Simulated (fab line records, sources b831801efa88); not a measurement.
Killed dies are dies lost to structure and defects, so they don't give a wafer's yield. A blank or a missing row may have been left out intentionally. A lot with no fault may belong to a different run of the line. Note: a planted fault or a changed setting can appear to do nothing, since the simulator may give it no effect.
Matching of chambers | flow sky130 | cmp-01 running SKY_FIELD_ISO_CMP_27: 4 sister chambers
The step polishes, stops on Si3N4, t overpolish 16 s, target thk 457.8 nm. 8 wafers are shown with their chamber, then 7 later ones without.

== WAFERS PAIRED WITH THEIR CHAMBERS ==
wafer  | chamber | motor_current_A (A) | time_to_endpoint_s (s)
L779.2 | 2       | 13.5                | 114
L781.1 | 3       | 12.5                | 110
L782.1 | 3       | 12.7                | 108
L784.1 | 2       | 12.8                | 129
L784.3 | 1       | 12.2                | 127
L786.4 | 0       | 12.8                | 111
L796.2 | 0       | 12.6                | 112
L796.3 | 1       | 11.9                | 111

== WAFERS WITHOUT THEIR CHAMBER ==
wafer  | motor_current_A (A) | time_to_endpoint_s (s)
L796.4 | 12.7                | 109
L798.1 | 12.2                | 106
L798.2 | 12.5                | 103
L798.3 | 13.5                | 111
L800.3 | 11.7                | 108
L800.4 | 12.5                | 112
L800.5 | 13.5                | 111

== CHAMBER TAKEN BY EACH ==
wafer  | from the rows above          | in truth
L796.4 | can't be placed: 0 or 3 or 2 | 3
L798.1 | can't be placed: 3 or 1 or 0 | 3
L798.2 | can't be placed: 3 or 0 or 1 | 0
L798.3 | can't be placed: 2 or 0 or 3 | 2
L800.3 | can't be placed: 1 or 3 or 0 | 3
L800.4 | can't be placed: 3 or 0 or 1 | 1
L800.5 | can't be placed: 2 or 0 or 3 | 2
Placed correctly: 0 of 7. From these rows, 7 cannot be placed; in 7 the true chamber is one of the candidates. Wrongly placed: 0.
How it was worked out, from the rows above alone: a wafer's distance from a chamber is the root of the sum, over the readings, of the square of ((its reading less the chamber's mean) divided by the reading's scatter). The wafer belongs to the nearest chamber; if the next one is less than 2 further off, it can't be placed. A chamber's mean is the mean of its shown wafers. The scatter is the square root of a quotient: the sum, over the shown wafers, of each reading's squared deviation from its chamber's mean, divided by wafers minus chambers.
